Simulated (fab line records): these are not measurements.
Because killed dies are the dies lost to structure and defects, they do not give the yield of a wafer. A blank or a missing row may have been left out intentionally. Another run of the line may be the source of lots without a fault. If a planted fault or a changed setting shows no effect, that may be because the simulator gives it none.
The tool behind it: which one? / flow sky130 / 30 wafers from 10 lots sampled at 5 of the route's 708 steps

WHAT EACH GAUGE READ, for each wafer
SKY_SD_N_RS_MEAS_16: the measuring method here is four-point-probe.
lot=L591; measured=day 28 22:25; on=filmMetro-03; SD_N_RS (ohm/sq)=68.61 68.47 68.45
lot=L592; measured=day 29 00:59; on=filmMetro-01; SD_N_RS (ohm/sq)=68.47 68.49 68.56
lot=L595; measured=day 30 06:48; on=filmMetro-01; SD_N_RS (ohm/sq)=68.44 68.51 68.53
lot=L596; measured=day 30 14:39; on=filmMetro-03; SD_N_RS (ohm/sq)=68.37 68.62 68.52
lot=L603; measured=day 32 23:22; on=filmMetro-01; SD_N_RS (ohm/sq)=65.90 66.01 65.89
lot=L604; measured=day 33 09:01; on=filmMetro-01; SD_N_RS (ohm/sq)=66.21 65.97 66.00
lot=L606; measured=day 34 03:50; on=filmMetro-04; SD_N_RS (ohm/sq)=66.18 65.97 66.01
lot=L609; measured=day 34 20:40; on=filmMetro-03; SD_N_RS (ohm/sq)=68.38 68.59 68.54
lot=L610; measured=day 34 23:35; on=filmMetro-01; SD_N_RS (ohm/sq)=68.33 68.33 68.52
lot=L611; measured=day 35 10:37; on=filmMetro-04; SD_N_RS (ohm/sq)=68.64 68.49 68.66

WHAT TOOL EACH LOT RAN ON (gives the tool, then ch and the chambers of the sampled wafers, and finally the start)
lot=L591; SKY_POLY_CUT_ETCH_10=rieDiel-04 ch 0,1,2, day 25 06:55; SKY_POLY_CUT_STRIP_12=plasmaAsher-01 ch 0,1, day 25 06:59; SKY_SD_N_IMPLANT_09=implanter-03 ch 0, day 28 21:43; SKY_SD_N_STRIP_11=plasmaAsher-02 ch 0,1, day 28 22:01
lot=L592; SKY_POLY_CUT_ETCH_10=rieDiel-04 ch 0,2, day 25 11:16; SKY_POLY_CUT_STRIP_12=plasmaAsher-04 ch 0,1, day 25 11:20; SKY_SD_N_IMPLANT_09=implanter-03 ch 0, day 29 00:19; SKY_SD_N_STRIP_11=plasmaAsher-03 ch 0,1, day 29 00:37
lot=L595; SKY_POLY_CUT_ETCH_10=rieDiel-03 ch 0,1,2, day 26 17:14; SKY_POLY_CUT_STRIP_12=plasmaAsher-04 ch 0,1, day 26 17:21; SKY_SD_N_IMPLANT_09=implanter-03 ch 0, day 30 06:07; SKY_SD_N_STRIP_11=plasmaAsher-03 ch 0,1, day 30 06:25
lot=L596; SKY_POLY_CUT_ETCH_10=rieDiel-02 ch 2,3, day 27 02:25; SKY_POLY_CUT_STRIP_12=plasmaAsher-03 ch 0,1, day 27 02:31; SKY_SD_N_IMPLANT_09=implanter-01 ch 0, day 30 13:55; SKY_SD_N_STRIP_11=plasmaAsher-02 ch 0,1, day 30 14:13
lot=L603; SKY_POLY_CUT_ETCH_10=rieDiel-03 ch 2,3, day 29 11:07; SKY_POLY_CUT_STRIP_12=plasmaAsher-03 ch 0,1, day 29 11:11; SKY_SD_N_IMPLANT_09=implanter-01 ch 0, day 32 22:40; SKY_SD_N_STRIP_11=plasmaAsher-03 ch 0,1, day 32 22:58
lot=L604; SKY_POLY_CUT_ETCH_10=rieDiel-04 ch 0,1,2, day 29 20:47; SKY_POLY_CUT_STRIP_12=plasmaAsher-03 ch 0,1, day 29 20:54; SKY_SD_N_IMPLANT_09=implanter-01 ch 0, day 33 08:21; SKY_SD_N_STRIP_11=plasmaAsher-02 ch 0,1, day 33 08:37
lot=L606; SKY_POLY_CUT_ETCH_10=rieDiel-02 ch 1,2, day 30 17:34; SKY_POLY_CUT_STRIP_12=plasmaAsher-03 ch 0, day 30 17:39; SKY_SD_N_IMPLANT_09=implanter-01 ch 0, day 34 03:09; SKY_SD_N_STRIP_11=plasmaAsher-02 ch 0,1, day 34 03:25
lot=L609; SKY_POLY_CUT_ETCH_10=rieDiel-03 ch 0,2, day 31 06:46; SKY_POLY_CUT_STRIP_12=plasmaAsher-01 ch 0,1, day 31 06:51; SKY_SD_N_IMPLANT_09=implanter-03 ch 0, day 34 19:58; SKY_SD_N_STRIP_11=plasmaAsher-03 ch 0,1, day 34 20:16
lot=L610; SKY_POLY_CUT_ETCH_10=rieDiel-02 ch 1,2,3, day 31 14:22; SKY_POLY_CUT_STRIP_12=plasmaAsher-03 ch 0,1, day 31 14:26; SKY_SD_N_IMPLANT_09=implanter-03 ch 0, day 34 22:53; SKY_SD_N_STRIP_11=plasmaAsher-04 ch 0,1, day 34 23:11
lot=L611; SKY_POLY_CUT_ETCH_10=rieDiel-02 ch 1,2,3, day 32 03:55; SKY_POLY_CUT_STRIP_12=plasmaAsher-03 ch 0,1, day 32 03:59; SKY_SD_N_IMPLANT_09=implanter-02 ch 0, day 35 09:55; SKY_SD_N_STRIP_11=plasmaAsher-04 ch 0,1, day 35 10:13
- SKY_POLY_CUT_ETCH_10: etches BARC in N2/H2, stops on SiO2, time 45.9 s, target depth 60 nm.
- SKY_POLY_CUT_STRIP_12: strips in O2/N2.
- SKY_SD_N_IMPLANT_09
- SKY_SD_N_STRIP_11: strips in O2/N2.

THE ANSWER, worked out from the rows above alone
Rule: the usual values come from the lots themselves. The widest of any qualifying gaps counts: lots, ordered by their means at a reading, are off when they make up no more than a third of the lots, leave a main group of 4 or more, and stand apart from it by 3 or more times the standard deviation of that group's means. If all means in a main group match to the digits the tables above print for the reading, that group is not used. A lot without any number at a reading at which 4 lots or more have one is off too. Any other lot the step has rows for is counted as sound.
Off: L603, L604, L606, at SKY_SD_N_RS_MEAS_16 (SD_N_RS). For the main group the mean is 68.50 ohm/sq and the standard deviation 0.055.
If a tool, at a process step before that reading, ran all the lots that are off and no sound lot after the first of them, it fits. Gauges at SKY_SD_N_RS_MEAS_16: tried the same way as those tools. One fits: SKY_SD_N_IMPLANT_09 on implanter-01. A fault onset in the window from L596 (day 30 13:55, its last sound lot) to L603 (day 32 22:40, its first lot off) fits.

WHAT HAD BEEN PUT IN BY THE SIMULATOR
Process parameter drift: implanter-01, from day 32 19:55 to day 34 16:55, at SKY_SD_N_IMPLANT_09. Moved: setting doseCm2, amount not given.
Shown lots that were struck: L603, L604, L606. This agrees with what the rule above found.
